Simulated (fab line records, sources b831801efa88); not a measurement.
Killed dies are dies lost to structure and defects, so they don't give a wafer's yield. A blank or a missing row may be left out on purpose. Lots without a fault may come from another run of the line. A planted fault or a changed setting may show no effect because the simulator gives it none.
A struck lot beside a sound one | flow sfq_line | 14 steps out of a route of 325
Sound: wafers L610.1, L610.2, L610.6. Struck: wafers L618.1, L618.2, L618.3. The cause comes at the end.
At each step with rows: each side's tool, then ch and its chambers, then its first start. Under that, the readings that differ: sound wafers | struck wafers | difference of the means | sigmas: that difference in standard deviations of wafers without a fault.
alike: readings whose means differ by less than 2 such deviations, and words and numbers that are the same on both sides. not compared: withheld readings, readings that some wafer has no value for, bounds like >300 that may hide the same value, and numbers for which the record gives no deviation and whose values overlap.
The two part at a step that has a row with sigmas, a row that says differs or no value, or rows on one side only. Numbers that don't overlap but have no deviation are shown without sigmas and don't part them. A reading that every wafer of one side lacks parts them only if that side has two wafers or more.

SFQ_INCOMING_BOW_MEAS_900:
  sound on film_metro-03, day 3 12:00; struck on film_metro-02, day 5 04:00
  alike: INCOMING_BOW
then, 1 step without rows for these wafers: SFQ_TRILAYER_INCOMING_OXIDATION_002 (target thk 500 nm, ox time 4939 s).
SFQ_TRILAYER_L0_DEP_SPUTTER_003: material MoNx KI, target thk 40 nm, time 100 s.
  sound on pvd_sputter-06, day 3 14:29; struck on pvd_sputter-06, day 5 06:29
  alike: throttle_valve_pct
SFQ_L0_RS_MEAS_901: measures by four-point-probe.
  sound on film_metro-04, day 3 14:34; struck on film_metro-02, day 5 06:34
  alike: L0_MONX_KI_RS
SFQ_L0_THK_MEAS_902: measures by xrf.
  sound on film_metro-04, day 3 14:41; struck on film_metro-02, day 5 06:41
  alike: L0_MONX_KI_THK
then, 3 steps without rows for these wafers: SFQ_TRILAYER_L0_LITHO_COAT_010 (resist thk 62 nm); SFQ_TRILAYER_L0_LITHO_COAT_005 (resist thk 600 nm); SFQ_TRILAYER_L0_LITHO_SOFTBAKE_009.
-- the record jumps here: 3 days lie between the struck wafers' starts before and after --
SFQ_TRILAYER_L0_LITHO_EXPOSE_006: exposes mask L0, target cd 2000 nm.
  sound on krf_scanner-01 ch 0, day 6 04:03; struck on krf_scanner-01 ch 0, day 8 00:41
  alike: mask, stage_vel_mm_s
then, 2 steps without rows for these wafers: SFQ_TRILAYER_L0_LITHO_PEB_008 (peb time 60 s); SFQ_TRILAYER_L0_LITHO_DEVELOP_007 (time 60 s).
SFQ_TRILAYER_L0_BARC_OPEN_METAL_ETCH_010: etches BARC in O2, target depth 125 nm, time 41.7 s.
  sound on rie_metal-04 ch 0,1, day 6 05:33; struck on rie_metal-04 ch 0,1, day 8 02:11
  alike: drypump_motor_current_A, oes_product_au
  not compared: rf_hours_counter_h, model.L0.cd_nm
SFQ_TRILAYER_L0_ETCH_METAL_ETCH_008: etches MoNx KI in SF6/O2, stops on SiO2, target depth 50 nm, time 25 s.
  sound on rie_metal-04 ch 0,1, day 6 05:37; struck on rie_metal-04 ch 0,1, day 8 02:15
  reading             | sound          | struck         | difference | sigmas
  model.L0.cd_nm (nm) | 1998 1999 2000 | 1980 1976 1986 | -18        |
  alike: drypump_motor_current_A, oes_product_au
  not compared: rf_hours_counter_h
SFQ_TRILAYER_L0_STRIP_STRIP_009: strips in O2.
  sound on rie_metal-04 ch 0,1, day 6 05:39; struck on rie_metal-04 ch 0,1, day 8 02:18
  alike: drypump_motor_current_A, oes_product_au
  not compared: rf_hours_counter_h

WHERE THEY PART
Nowhere in this record.

WHY: what the simulator had put in
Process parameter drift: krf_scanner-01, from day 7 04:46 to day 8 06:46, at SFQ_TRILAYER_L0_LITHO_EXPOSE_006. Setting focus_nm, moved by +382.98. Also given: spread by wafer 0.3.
